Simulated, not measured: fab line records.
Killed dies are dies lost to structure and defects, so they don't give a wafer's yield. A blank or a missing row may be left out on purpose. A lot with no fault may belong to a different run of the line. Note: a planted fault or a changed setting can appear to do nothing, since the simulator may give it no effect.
fab line records	flow gf180mcu
record: lots: 24	wafers: 72	lastDay: 35
route steps=602 shown V3@455 M4@472 V4@500 MIM@505 V5@564 PASSIVATION@599
lots with no fault: from the same line, run without faults
startH: the number of hours between the record's first day and the start of the first shown wafer of the lot	waitH: time in hours since the lot's previous step	" the same as in the row above	L1.1+2: a row that stands for several wafers	- value missing, or start not given	* or withheld: withheld	< > ~ a bound
route shown NAME@n: names a module that has steps shown in the file, with the first one's number in the route	usual: mean and standard deviation over wafers with no fault	same: alike in all rows	chamber/n: place in a boat	sites: the reading at each site	_std_site: the values' standard deviation	_edge_site: outer sites' mean less inner sites'	radiusMm: for every site, how far away it sits from the centre of the wafer	mask NAME#n: copy n	behind: the most recent tool/chamber to have shaped the wafer	hold: what put the lot on hold/how long, in hours/how the hold closed	device: the n, p or np transistor that did not switch	end of line: the tests these same wafers got at the end of their route	a step with no rows: only its recipe	killed: the dies lost at the first sort to structure and to defects; this is not the yield of the wafer	map: per-die view of a wafer (x killed, . not killed, _ where there is no die)
set.NAME: the run value of the setting; set.NAME@STEP: its run value at that earlier step	model.NAME: the simulator's own value behind a step, which no gauge read
route steps across a sampled set of lots; one table per step, one row per wafer
services: a tool's chamber out of use, with start hour (startH, from the record's first day; less than 0 if before it), hours out, and reason
== steps ==
step: GF_V3_CMP_26
recipe: stopOn: SiO2	downForcePsi: 3.5	platenRpm: 60	tOverpolishS: 15	targetThkNm: 0	padVelocityMS: 0.94248
usual: motorCurrentA: 11.0/1.4	overpolishRunS: 15.000/0.0089	retainingRingPressureFrac: 1.000/0.0053	timeToEndpointS: 84/3.4
lot.wafer	tool	chamber	startH	waitH	motorCurrentA	overpolishRunS	retainingRingPressureFrac	timeToEndpointS
L074.4	cmp-02	0	526.19	0.0	10.8	15.005	1.006	80
L074.2	"	3	"	"	11.9	15.000	0.992	78
L074.6	"	0	"	"	10.6	15.011	0.996	78
L075.2	cmp-01	2	531.38	0.1	13.0	14.989	1.005	81
L075.3	"	0	"	"	10.3	14.982	0.996	85
L075.5	"	2	"	"	12.4	15.002	0.995	84
L076.1	cmp-01	0	544.48	0.1	10.4	15.006	1.002	86
L076.3	"	1	"	"	11.3	15.011	0.998	80
L076.5	"	3	"	"	10.0	15.002	1.006	88
L077.1	cmp-02	3	558.88	0.2	12.6	14.990	1.001	81
L077.5	"	0	"	"	10.3	14.998	1.009	86
L077.6	"	1	"	"	8.7	14.996	1.004	86
L078.3	cmp-02	1	559.89	0.4	8.6	14.993	0.993	90
L078.2	"	2	"	"	12.8	14.992	0.998	81
L078.5	"	3	"	"	11.9	15.003	1.003	84
L079.2	cmp-02	0	565.75	0.1	10.2	15.010	1.000	83
L079.4	"	1	"	"	9.0	15.004	1.004	87
L079.1	"	2	"	"	12.8	14.997	1.002	85
L080.1	cmp-02	1	584.12	0.3	8.4	14.993	1.007	85
L080.2	"	2	"	"	12.4	14.987	0.998	79
L080.4	"	3	"	"	11.6	14.993	1.008	79
L081.2	cmp-01	2	588.29	0.1	12.1	14.981	1.006	86
L081.1	"	0	"	"	10.4	14.984	1.003	87
L081.5	"	2	"	"	12.5	15.006	0.990	87
L082.1	cmp-02	1	591.43	0.1	9.0	15.001	0.999	93
L082.4	"	2	"	"	12.9	15.003	0.996	81
L082.5	"	0	"	"	10.3	15.010	1.006	84
L083.4	cmp-01	2	599.62	0.1	11.9	14.993	0.995	79
L083.3	"	0	"	"	10.1	14.998	0.991	82
L083.6	"	2	"	"	12.4	15.001	0.997	82
L084.1	cmp-02	3	608.47	0.1	11.8	15.002	1.001	82
L084.4	"	1	"	"	9.4	14.996	0.997	91
L084.6	"	3	"	"	11.6	15.002	1.008	82
L085.3	cmp-02	1	614.95	0.1	8.8	15.004	0.998	86
L085.4	"	2	"	"	13.0	15.008	1.004	82
L085.2	"	3	"	"	12.3	15.014	1.000	84
L086.2	cmp-02	3	624.07	0.1	12.2	14.995	0.994	83
L086.4	"	1	"	"	9.5	15.018	0.993	88
L086.5	"	3	"	"	11.9	15.002	0.998	83
L087.4	cmp-02	3	634.12	0.0	11.3	14.999	1.008	84
L087.3	"	1	"	"	8.7	15.009	1.007	91
L087.6	"	0	"	"	9.9	14.997	1.000	88
L088.1	cmp-01	0	643.71	0.2	10.5	14.982	0.993	86
L088.4	"	2	"	"	12.0	14.998	0.997	81
L088.2	"	3	"	"	10.2	14.995	0.996	83
L089.4	cmp-02	1	647.75	0.1	8.8	14.995	0.996	86
L089.3	"	2	"	"	12.8	14.998	0.998	78
L089.5	"	0	"	"	10.3	15.004	1.013	83
L091.2	cmp-02	2	663.43	0.0	13.2	14.996	1.004	84
L091.4	"	1	"	"	8.5	15.015	1.003	88
L091.6	"	3	"	"	11.9	14.992	1.003	85
L090.4	cmp-02	0	664.74	0.0	10.1	15.001	1.000	82
L090.3	"	3	"	"	12.6	15.003	1.005	80
L090.5	"	0	"	"	10.2	14.998	1.003	82
L092.2	cmp-02	3	669.73	0.0	12.0	14.992	0.996	83
L092.1	"	1	"	"	8.9	15.012	1.003	92
L092.6	"	3	"	"	12.2	14.985	0.994	80
L093.2	cmp-02	3	677.37	0.0	11.9	14.985	1.002	84
L093.1	"	0	"	"	10.1	15.000	0.998	89
L093.6	"	0	"	"	10.3	14.982	0.994	86
L095.3	cmp-02	2	688.02	0.1	13.2	15.004	0.996	81
L095.6	"	1	"	"	8.5	14.995	0.997	85
L095.5	"	2	"	"	12.6	15.003	0.995	78
L094.2	cmp-01	2	690.17	0.2	12.7	15.003	0.994	83
L094.5	"	3	"	"	10.1	15.018	0.992	89
L094.6	"	0	"	"	10.9	14.989	0.999	85
L096.4	cmp-02	2	695.12	0.0	12.4	15.003	1.006	78
L096.3	"	1	"	"	9.0	15.004	1.003	87
L096.5	"	3	"	"	11.9	15.004	0.998	78
L097.1	cmp-01	1	706.87	0.1	11.0	14.996	0.995	77
L097.3	"	3	"	"	10.2	15.005	1.002	86
L097.4	"	0	"	"	10.3	15.005	0.989	84
step: GF_M4_METAL_ETCH_16
recipe: chemistry: Cl2/BCl3	maskMaterial: KrF	targetDepthNm: 750.8	stopOn: SiO2	pressureMtorr: 8	icpW: 800	biasW: 140	Cl2_flow_sccm: 80	bcl3FlowSccm: 40	timeS: 125.1
usual: drypumpMotorCurrentA: 6.1/0.33	oesProductAu: 0.990/0.0073	throttleValvePct: 28.232/0.012
lot.wafer	tool	chamber	startH	waitH	drypumpMotorCurrentA	oesProductAu	rfHoursCounterH	throttleValvePct
L074.2	rieMetal-01	0	549.27	0.0	6.1	1.000	3	28.238
L074.4	"	1	"	"	6.5	0.990	-	28.244
L074.6	"	1	"	"	6.5	0.991	-	28.229
L075.2	rieMetal-02	1	554.98	0.0	5.6	0.984	10	28.232
L075.3	"	1	"	"	5.7	0.981	-	28.233
L075.5	"	0	"	"	5.7	0.998	-	28.233
L076.1	rieMetal-01	1	567.33	0.0	6.6	0.976	11	28.248
L076.3	"	0	"	"	6.1	0.995	-	28.196
L076.5	"	0	"	"	6.1	0.992	-	28.239
L077.1	rieMetal-01	0	581.08	0.0	6.1	0.995	4	28.229
L077.5	"	1	"	"	6.6	0.982	-	28.219
L077.6	"	0	"	"	6.1	0.998	-	28.232
L078.2	rieMetal-02	1	582.83	0.0	5.6	0.988	10	28.247
L078.3	"	1	"	"	5.7	0.991	-	28.238
L078.5	"	0	"	"	5.7	0.991	-	28.235
L079.1	rieMetal-01	0	588.52	0.0	6.1	0.999	4	28.211
L079.2	"	1	"	"	6.5	0.974	11	28.236
L079.4	"	0	"	"	6.1	1.006	-	28.221
L080.1	rieMetal-04	1	606.17	0.0	5.9	1.000	11	28.228
L080.2	"	0	"	"	6.0	0.995	10	28.240
L080.4	"	1	"	"	6.0	0.983	-	28.227
L081.1	rieMetal-02	1	609.93	0.0	5.6	0.980	11	28.238
L081.2	"	0	"	"	5.7	0.997	6	28.210
L081.5	"	1	"	"	5.6	0.990	-	28.243
L082.1	rieMetal-01	0	613.51	0.0	6.1	0.997	5	28.235
L082.4	"	1	"	"	6.5	0.995	-	28.227
L082.5	"	0	"	"	6.1	0.996	-	28.226
L083.3	rieMetal-02	1	621.91	0.1	5.6	0.995	-	28.235
L083.4	"	0	"	"	5.7	0.989	-	28.225
L083.6	"	0	"	"	5.7	0.988	-	28.230
L084.1	rieMetal-04	1	629.33	0.0	6.0	0.992	12	28.226
L084.4	"	0	"	"	6.0	0.988	-	28.240
L084.6	"	1	"	"	6.0	0.981	-	28.230
L085.2	rieMetal-02	0	636.28	0.0	5.7	1.004	7	28.214
L085.3	"	0	"	"	5.7	0.998	-	28.221
L085.4	"	1	"	"	5.7	0.989	-	28.233
L086.2	rieMetal-01	1	645.52	0.1	6.5	0.985	-	28.242
L086.4	"	1	"	"	6.5	0.984	-	28.224
L086.5	"	1	"	"	6.5	0.987	-	28.240
L087.3	rieMetal-01	1	654.81	0.1	6.6	0.986	-	28.250
L087.4	"	1	"	"	6.6	0.989	-	28.253
L087.6	"	1	"	"	6.5	0.988	-	28.235
L088.1	rieMetal-02	1	663.73	0.0	5.7	0.983	0	28.231
L088.2	"	1	"	"	5.6	0.985	-	28.238
L088.4	"	1	"	"	5.6	0.989	-	28.256
L089.3	rieMetal-04	0	667.62	0.1	6.1	0.985	-	28.249
L089.4	"	1	"	"	6.0	0.989	-	28.221
L089.5	"	1	"	"	6.0	0.993	-	28.218
L091.2	rieMetal-04	1	683.38	0.1	5.9	0.992	-	28.234
L091.4	"	1	"	"	6.0	1.000	-	28.256
L091.6	"	1	"	"	6.0	0.991	-	28.233
L090.3	rieMetal-02	1	684.61	0.1	5.7	0.987	-	28.247
L090.4	"	1	"	"	5.7	0.980	-	28.235
L090.5	"	1	"	"	5.7	0.982	-	28.243
L092.1	rieMetal-01	1	690.03	0.0	6.6	0.992	18	28.239
L092.2	"	1	"	"	6.6	0.993	-	28.218
L092.6	"	1	"	"	6.6	0.985	-	28.260
L093.1	rieMetal-01	1	697.28	0.0	6.6	0.973	19	28.243
L093.2	"	1	"	"	6.6	0.977	-	28.246
L093.6	"	1	"	"	6.6	0.983	-	28.241
L095.3	rieMetal-04	0	707.34	0.1	6.0	0.986	-	28.243
L095.5	"	1	"	"	6.0	0.997	-	28.222
L095.6	"	0	"	"	6.0	0.993	-	28.225
L094.2	rieMetal-01	0	709.23	0.1	6.1	0.994	-	28.233
L094.5	"	0	"	"	6.1	0.993	-	28.239
L094.6	"	0	"	"	6.1	0.991	-	28.221
L096.3	rieMetal-04	1	714.41	0.1	6.0	0.997	-	28.226
L096.4	"	0	"	"	6.0	0.982	-	28.228
L096.5	"	1	"	"	6.0	0.993	-	28.208
L097.1	rieMetal-04	0	725.58	0.0	6.0	0.994	15	28.213
L097.3	"	0	"	"	6.0	0.985	-	28.247
L097.4	"	0	"	"	6.0	0.995	-	28.236
step: GF_V4_RS_MEAS_24
recipe: thkMeasGauge: four-point-probe	reads: W_of_V4_CVD_23+TiN_of_V4_SPUTTER_22+Ti_of_V4_SPUTTER_21
usual: V4_W_RS: 0.332/0.0063
lot.wafer	tool	chamber	startH	waitH	V4_W_RS[ohm/sq]
L074.2	filmMetro-04	-	573.86	0.1	0.335
L074.4	"	-	"	"	0.328
L074.6	"	-	"	"	0.332
L075.2	filmMetro-04	-	579.45	0.1	0.338
L075.3	"	-	"	"	0.326
L075.5	"	-	"	"	0.330
L076.1	filmMetro-04	-	591.31	0.1	0.325
L076.3	"	-	"	"	0.337
L076.5	"	-	"	"	0.338
L077.1	filmMetro-04	-	604.79	0.1	0.329
L077.5	"	-	"	"	0.328
L077.6	"	-	"	"	0.340
L078.2	filmMetro-02	-	606.71	0.1	0.334
L078.3	"	-	"	"	0.345
L078.5	"	-	"	"	0.332
L079.1	filmMetro-02	-	612.08	0.1	0.328
L079.2	"	-	"	"	0.324
L079.4	"	-	"	"	0.321
L080.1	filmMetro-04	-	629.38	0.1	0.327
L080.2	"	-	"	"	0.331
L080.4	"	-	"	"	0.333
L081.1	filmMetro-02	-	633.86	0.1	0.331
L081.2	"	-	"	"	0.327
L081.5	"	-	"	"	0.329
L082.1	filmMetro-04	-	636.51	0.1	0.329
L082.4	"	-	"	"	0.329
L082.5	"	-	"	"	0.327
L083.3	filmMetro-02	-	644.76	0.1	0.343
L083.4	"	-	"	"	0.334
L083.6	"	-	"	"	0.342
L084.1	filmMetro-02	-	652.21	0.1	0.325
L084.4	"	-	"	"	0.326
L084.6	"	-	"	"	0.323
L085.2	filmMetro-02	-	658.69	0.1	0.328
L085.3	"	-	"	"	0.326
L085.4	"	-	"	"	0.322
L086.2	filmMetro-02	-	667.76	0.1	0.341
L086.4	"	-	"	"	0.342
L086.5	"	-	"	"	0.337
L087.3	filmMetro-04	-	676.68	0.1	0.325
L087.4	"	-	"	"	0.326
L087.6	"	-	"	"	0.326
L088.1	filmMetro-04	-	685.79	0.1	0.337
L088.2	"	-	"	"	0.335
L088.4	"	-	"	"	0.338
L089.3	filmMetro-02	-	689.64	0.1	0.338
L089.4	"	-	"	"	0.340
L089.5	"	-	"	"	0.337
L091.2	filmMetro-02	-	705.31	0.1	0.341
L091.4	"	-	"	"	0.334
L091.6	"	-	"	"	0.336
L090.3	filmMetro-02	-	705.90	0.1	0.339
L090.4	"	-	"	"	0.339
L090.5	"	-	"	"	0.333
L092.1	filmMetro-02	-	710.52	0.1	0.325
L092.2	"	-	"	"	0.326
L092.6	"	-	"	"	0.324
L093.1	filmMetro-02	-	718.07	0.2	0.336
L093.2	"	-	"	"	0.336
L093.6	"	-	"	"	0.333
L095.3	filmMetro-02	-	727.50	0.1	0.322
L095.5	"	-	"	"	0.327
L095.6	"	-	"	"	0.326
L094.2	filmMetro-02	-	729.73	0.1	0.344
L094.5	"	-	"	"	0.337
L094.6	"	-	"	"	0.335
L096.3	filmMetro-04	-	734.50	0.1	0.333
L096.4	"	-	"	"	0.335
L096.5	"	-	"	"	0.338
L097.1	filmMetro-04	-	745.40	0.1	0.342
L097.3	"	-	"	"	0.341
L097.4	"	-	"	"	0.343
step: GF_MIM_SPUTTER_02
recipe: material: AlCu	targetThkNm: 450	powerW: 10600	timeS: 23.9	chamberPressurePa: 0.4
usual: throttleValvePct: 30.3/0.84
lot.wafer	tool	chamber	startH	waitH	throttleValvePct
L074.2	pvdSputter-04	-	576.15	0.0	29.6
L074.4	"	-	"	"	31.3
L074.6	"	-	"	"	29.4
L075.2	pvdSputter-04	-	580.04	0.0	29.3
L075.3	"	-	"	"	29.7
L075.5	"	-	"	"	30.1
L076.1	pvdSputter-01	-	592.06	0.0	30.4
L076.3	"	-	"	"	29.0
L076.5	"	-	"	"	30.8
L077.1	pvdSputter-03	-	605.58	0.0	30.3
L077.5	"	-	"	"	31.9
L077.6	"	-	"	"	30.6
L078.2	pvdSputter-04	-	607.30	0.0	29.0
L078.3	"	-	"	"	29.8
L078.5	"	-	"	"	31.2
L079.1	pvdSputter-03	-	612.69	0.0	32.0
L079.2	"	-	"	"	29.6
L079.4	"	-	"	"	31.0
L080.1	pvdSputter-03	-	629.99	0.0	30.2
L080.2	"	-	"	"	30.5
L080.4	"	-	"	"	29.8
L081.1	pvdSputter-01	-	634.47	0.0	30.6
L081.2	"	-	"	"	30.2
L081.5	"	-	"	"	30.5
L082.1	pvdSputter-03	-	637.12	0.0	31.9
L082.4	"	-	"	"	30.3
L082.5	"	-	"	"	29.8
L083.3	pvdSputter-03	-	645.33	0.0	30.4
L083.4	"	-	"	"	32.0
L083.6	"	-	"	"	32.1
L084.1	pvdSputter-03	-	652.82	0.0	31.9
L084.4	"	-	"	"	30.1
L084.6	"	-	"	"	30.7
L085.2	pvdSputter-01	-	659.28	0.0	30.5
L085.3	"	-	"	"	30.1
L085.4	"	-	"	"	30.4
L086.2	pvdSputter-04	-	668.42	0.0	31.4
L086.4	"	-	"	"	29.0
L086.5	"	-	"	"	29.8
L087.3	pvdSputter-04	-	677.35	0.0	29.3
L087.4	"	-	"	"	30.0
L087.6	"	-	"	"	30.1
L088.1	pvdSputter-03	-	686.40	0.0	30.4
L088.2	"	-	"	"	29.8
L088.4	"	-	"	"	31.8
L089.3	pvdSputter-04	-	690.34	0.0	31.0
L089.4	"	-	"	"	29.1
L089.5	"	-	"	"	30.1
L091.2	pvdSputter-03	-	705.90	0.0	30.6
L091.4	"	-	"	"	30.5
L091.6	"	-	"	"	30.1
L090.3	pvdSputter-01	-	706.48	0.0	30.4
L090.4	"	-	"	"	29.1
L090.5	"	-	"	"	30.1
L092.1	pvdSputter-01	-	711.13	0.0	30.4
L092.2	"	-	"	"	30.6
L092.6	"	-	"	"	30.4
L093.1	pvdSputter-01	-	718.68	0.0	30.7
L093.2	"	-	"	"	30.5
L093.6	"	-	"	"	30.0
L095.3	pvdSputter-04	-	728.07	0.0	29.8
L095.5	"	-	"	"	29.8
L095.6	"	-	"	"	31.4
L094.2	pvdSputter-01	-	730.32	0.0	28.9
L094.5	"	-	"	"	29.2
L094.6	"	-	"	"	30.6
L096.3	pvdSputter-03	-	735.07	0.0	30.4
L096.4	"	-	"	"	30.1
L096.5	"	-	"	"	30.7
L097.1	pvdSputter-04	-	746.04	0.0	29.7
L097.3	"	-	"	"	31.4
L097.4	"	-	"	"	29.3
step: GF_V5_RS_MEAS_24
recipe: thkMeasGauge: four-point-probe	reads: W_of_V5_CVD_23+TiN_of_V5_SPUTTER_22+Ti_of_V5_SPUTTER_21
usual: V5_W_RS: 0.328/0.0041
lot.wafer	tool	chamber	startH	waitH	V5_W_RS[ohm/sq]
L074.2	filmMetro-04	-	642.75	0.1	0.331
L074.4	"	-	"	"	0.325
L074.6	"	-	"	"	0.324
L075.2	filmMetro-04	-	646.13	0.1	0.323
L075.3	"	-	"	"	0.326
L075.5	"	-	"	"	0.326
L076.1	filmMetro-03	-	656.61	0.1	0.330
L076.3	"	-	"	"	0.335
L076.5	"	-	"	"	0.328
L077.1	filmMetro-04	-	670.31	0.1	0.331
L077.5	"	-	"	"	0.325
L077.6	"	-	"	"	0.334
L078.2	filmMetro-03	-	671.84	0.1	0.328
L078.3	"	-	"	"	0.329
L078.5	"	-	"	"	0.325
L079.1	filmMetro-03	-	675.71	0.1	0.326
L079.2	"	-	"	"	0.324
L079.4	"	-	"	"	0.329
L080.1	filmMetro-03	-	692.09	0.1	0.335
L080.2	"	-	"	"	0.324
L080.4	"	-	"	"	0.328
L081.1	filmMetro-03	-	695.27	0.1	0.334
L081.2	"	-	"	"	0.330
L081.5	"	-	"	"	0.327
L082.1	filmMetro-03	-	698.52	0.1	0.329
L082.4	"	-	"	"	0.337
L082.5	"	-	"	"	0.334
L083.3	filmMetro-04	-	705.85	0.1	0.328
L083.4	"	-	"	"	0.325
L083.6	"	-	"	"	0.325
L084.1	filmMetro-03	-	714.23	0.1	0.332
L084.4	"	-	"	"	0.330
L084.6	"	-	"	"	0.326
L085.2	filmMetro-03	-	719.95	0.1	0.330
L085.3	"	-	"	"	0.333
L085.4	"	-	"	"	0.322
L086.2	filmMetro-04	-	728.60	0.1	0.335
L086.4	"	-	"	"	0.329
L086.5	"	-	"	"	0.328
L087.3	filmMetro-03	-	736.17	0.1	0.327
L087.4	"	-	"	"	0.327
L087.6	"	-	"	"	0.328
L088.1	filmMetro-04	-	743.55	0.1	0.333
L088.2	"	-	"	"	0.332
L088.4	"	-	"	"	0.331
L089.3	filmMetro-04	-	748.10	0.1	0.327
L089.4	"	-	"	"	0.333
L089.5	"	-	"	"	0.330
L091.2	filmMetro-04	-	760.68	0.1	0.331
L091.4	"	-	"	"	0.332
L091.6	"	-	"	"	0.340
L090.3	filmMetro-04	-	761.91	0.1	0.323
L090.4	"	-	"	"	0.330
L090.5	"	-	"	"	0.332
L092.1	filmMetro-03	-	766.16	0.1	0.322
L092.2	"	-	"	"	0.323
L092.6	"	-	"	"	0.323
L093.1	filmMetro-03	-	773.32	0.1	0.327
L093.2	"	-	"	"	0.321
L093.6	"	-	"	"	0.325
L095.3	filmMetro-04	-	782.75	0.1	0.327
L095.5	"	-	"	"	0.323
L095.6	"	-	"	"	0.325
L094.2	filmMetro-03	-	783.63	0.2	0.325
L094.5	"	-	"	"	0.326
L094.6	"	-	"	"	0.328
L096.3	filmMetro-03	-	788.25	0.1	0.335
L096.4	"	-	"	"	0.323
L096.5	"	-	"	"	0.324
L097.1	filmMetro-04	-	797.05	0.1	0.322
L097.3	"	-	"	"	0.319
L097.4	"	-	"	"	0.328
step: GF_PASSIVATION_STRIP_12
recipe: chemistry: O2/N2	powerW: 1400	pressureMtorr: 1500	platenTempC: 250	o2FlowSccm: 3000	n2FlowSccm: 300	overashFraction: 0.5
usual: drypumpMotorCurrentA: 5.50/0.26	heaterPowerW: 329/25	oesProductAu: 0.718/0.0044	stripTimeToEndpointS: 33.0/0.38
lot.wafer	tool	chamber	startH	waitH	drypumpMotorCurrentA	heaterPowerW	oesProductAu	rfHoursCounterH	stripTimeToEndpointS
L074.2	plasmaAsher-03	0	684.10	0.1	5.10	306	0.719	98	32.4
L074.4	"	1	"	"	5.59	301	0.720	-	32.3
L074.6	"	0	"	"	5.07	304	0.720	-	32.7
L075.2	plasmaAsher-03	0	686.34	0.1	5.10	306	0.723	98	33.3
L075.3	"	1	"	"	5.56	310	0.721	-	33.4
L075.5	"	0	"	"	5.10	306	0.722	-	32.9
L076.1	plasmaAsher-01	0	695.94	0.1	5.62	341	0.726	27	33.3
L076.3	"	1	"	"	5.71	356	0.719	-	32.5
L076.5	"	1	"	"	5.70	364	0.713	-	33.7
L077.1	plasmaAsher-03	1	711.00	0.1	5.57	301	0.715	101	32.8
L077.5	"	0	"	"	5.08	309	0.720	-	32.8
L077.6	"	1	"	"	5.56	306	0.714	-	32.3
L078.2	plasmaAsher-01	0	712.10	0.1	5.62	343	0.723	29	32.8
L078.3	"	1	"	"	5.67	366	0.720	-	32.8
L078.5	"	0	"	"	5.65	339	0.724	-	32.8
L079.1	plasmaAsher-03	0	715.45	0.1	5.10	305	0.722	101	33.4
L079.2	"	1	"	"	5.57	303	0.715	101	33.0
L079.4	"	0	"	"	5.11	313	0.722	-	32.7
L080.1	plasmaAsher-01	0	730.65	0.1	5.66	349	0.715	30	32.4
L080.2	"	1	"	"	5.67	349	0.710	30	32.4
L080.4	"	0	"	"	5.64	343	0.721	-	32.4
L081.1	plasmaAsher-03	1	734.59	0.1	5.57	305	0.720	103	33.2
L081.2	"	0	"	"	5.08	311	0.721	103	32.8
L081.5	"	1	"	"	5.57	303	0.712	-	32.5
L082.1	plasmaAsher-03	0	736.84	0.1	5.08	310	0.716	104	32.4
L082.4	"	0	"	"	5.10	307	0.707	-	33.1
L082.5	"	1	"	"	5.55	306	0.717	-	33.1
L083.3	plasmaAsher-01	1	743.33	0.2	5.70	363	0.715	-	33.2
L083.4	"	0	"	"	5.64	341	0.719	-	32.8
L083.6	"	1	"	"	5.69	360	0.718	-	33.4
L084.1	plasmaAsher-01	0	751.20	0.1	5.65	335	0.718	33	33.0
L084.4	"	0	"	"	5.65	348	0.715	-	33.3
L084.6	"	1	"	"	5.69	360	0.715	-	33.1
L085.2	plasmaAsher-04	0	756.74	0.1	5.33	372	0.721	2	33.0
L085.3	"	1	"	"	6.20	294	0.720	-	32.9
L085.4	"	0	"	"	5.32	360	0.717	-	32.6
L086.2	plasmaAsher-03	1	764.45	0.1	5.59	307	0.715	107	32.8
L086.4	"	0	"	"	5.09	301	0.719	-	33.3
L086.5	"	0	"	"	5.09	307	0.720	-	33.1
L087.3	plasmaAsher-01	0	771.68	0.2	5.66	345	0.718	-	33.5
L087.4	"	1	"	"	5.68	367	0.711	-	33.0
L087.6	"	0	"	"	5.67	334	0.719	-	33.4
L088.1	plasmaAsher-03	1	778.89	0.1	5.55	313	0.719	108	33.1
L088.2	"	0	"	"	5.09	307	0.716	108	32.7
L088.4	"	0	"	"	5.12	313	0.716	-	33.1
L089.3	plasmaAsher-01	1	783.33	0.2	5.67	351	0.726	-	32.7
L089.4	"	0	"	"	5.66	340	0.717	-	32.2
L089.5	"	0	"	"	5.64	337	0.719	-	33.1
L091.2	plasmaAsher-03	1	794.84	0.1	5.59	310	0.722	110	33.6
L091.4	"	0	"	"	5.10	311	0.721	-	33.5
L091.6	"	1	"	"	5.60	305	0.714	-	33.8
L090.3	plasmaAsher-03	0	797.18	0.2	5.09	308	0.726	-	32.5
L090.4	"	1	"	"	5.57	307	0.718	-	32.8
L090.5	"	1	"	"	5.59	308	0.711	-	32.3
L092.1	plasmaAsher-01	0	800.24	0.1	5.63	338	0.716	38	33.1
L092.2	"	1	"	"	5.69	355	0.711	38	33.2
L092.6	"	1	"	"	5.70	366	0.710	-	33.6
L093.1	plasmaAsher-01	0	806.49	0.1	5.65	350	0.723	39	32.5
L093.2	"	1	"	"	5.71	359	0.724	39	33.2
L093.6	"	0	"	"	5.62	341	0.723	-	32.6
L095.3	plasmaAsher-03	1	816.57	0.2	5.60	302	0.719	-	33.1
L095.5	"	0	"	"	5.11	307	0.717	-	32.9
L095.6	"	1	"	"	5.59	301	0.716	-	32.3
L094.2	plasmaAsher-01	1	816.80	0.1	5.69	361	0.716	40	33.1
L094.5	"	0	"	"	5.66	341	0.714	-	33.6
L094.6	"	1	"	"	5.68	372	0.717	-	33.4
L096.3	plasmaAsher-03	1	820.73	0.2	5.57	301	0.715	-	32.7
L096.4	"	0	"	"	5.10	306	0.702	-	32.8
L096.5	"	1	"	"	5.57	309	0.718	-	33.4
L097.1	plasmaAsher-01	0	828.19	0.1	5.62	350	0.718	42	33.0
L097.3	"	0	"	"	5.61	346	0.720	-	33.3
L097.4	"	1	"	"	5.70	358	0.717	-	33.7
== services ==
tool	chamber	startH	hours	kind
cmp-01	-	522.64	5.2	repair
plasmaAsher-03	-	534.48	2.7	repair
cmp-01	-	555.61	18.9	pm
rieMetal-01	-	556.31	0.4	repair
rieMetal-02	1	561.22	17.9	repair
plasmaAsher-01	-	569.17	10.5	repair
rieMetal-02	-	570.19	1.4	pm
cmp-02	-	572.28	4.0	pm
cmp-01	-	583.67	2.0	repair
cmp-02	-	603.08	0.3	repair
rieMetal-01	0	632.80	69.7	repair
cmp-02	-	634.53	10.5	repair
pvdSputter-04	-	639.50	18.9	repair
pvdSputter-03	-	681.14	3.3	repair
plasmaAsher-01	-	689.18	4.3	pm
pvdSputter-04	-	700.63	18.3	repair
cmp-02	-	707.28	2.5	pm
cmp-02	-	744.29	0.6	repair
cmp-02	-	751.50	9.5	pm
plasmaAsher-03	-	755.26	2.9	repair
cmp-02	-	761.89	2.5	repair
plasmaAsher-01	-	801.18	3.3	repair
plasmaAsher-01	-	801.59	1.4	repair
pvdSputter-04	-	813.66	2.7	repair
== key ==
fault none
